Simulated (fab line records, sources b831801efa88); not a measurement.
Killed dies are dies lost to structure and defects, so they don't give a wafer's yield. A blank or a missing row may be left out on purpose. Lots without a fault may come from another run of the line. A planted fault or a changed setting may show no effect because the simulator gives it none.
Chamber matching | flow sky130 | SKY_VIA2_CMP_02 on cmp-02: 4 sister chambers
The step polishes SiO2. 4 wafers are shown with their chamber, then 12 later ones without.

WAFERS WITH THEIR CHAMBER
wafer  | chamber | motor_current_A (A)
L083.4 | 2       | 12.4
L087.1 | 0       | 13.0
L087.3 | 3       | 12.0
L087.4 | 1       | 12.0

WAFERS WITHOUT THEIR CHAMBER
wafer  | motor_current_A (A)
L090.1 | 12.7
L090.4 | 12.1
L090.6 | 13.2
L093.3 | 11.6
L093.4 | 13.0
L093.5 | 12.7
L096.2 | 12.5
L096.4 | 11.7
L096.6 | 12.4
L097.4 | 12.7
L097.5 | 12.5
L097.6 | 13.6

WHICH CHAMBER EACH WENT THROUGH
wafer  | from the rows above               | in truth
L090.1 | can't be placed: 2 or 0 or 1 or 3 | 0
L090.4 | can't be placed: 1 or 3 or 2      | 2
L090.6 | 0                                 | 0
L093.3 | can't be placed: 1 or 3 or 2      | 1
L093.4 | 0                                 | 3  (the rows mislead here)
L093.5 | can't be placed: 2 or 0 or 1 or 3 | 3
L096.2 | can't be placed: 2 or 0 or 1 or 3 | 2
L096.4 | can't be placed: 1 or 3 or 2      | 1
L096.6 | can't be placed: 2 or 1 or 3      | 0
L097.4 | can't be placed: 2 or 0 or 1 or 3 | 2
L097.5 | can't be placed: 2 or 0 or 1 or 3 | 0
L097.6 | 0                                 | 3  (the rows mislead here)
Placed correctly: 1 of 12. Can't be placed from these rows: 9 (the true chamber is among the candidates in 8). Placed wrongly: 2.
How it was worked out, from the rows above alone: a wafer's distance from a chamber is the root of the sum, over the readings, of the square of ((its reading less the chamber's mean) divided by the reading's scatter). The wafer belongs to the nearest chamber; if the next one is less than 2 further off, it can't be placed. A chamber's mean is the mean of its shown wafers. The scatter: with one shown wafer a chamber, the root of the mean of the squares of how far each hidden wafer lies from its nearest shown one.
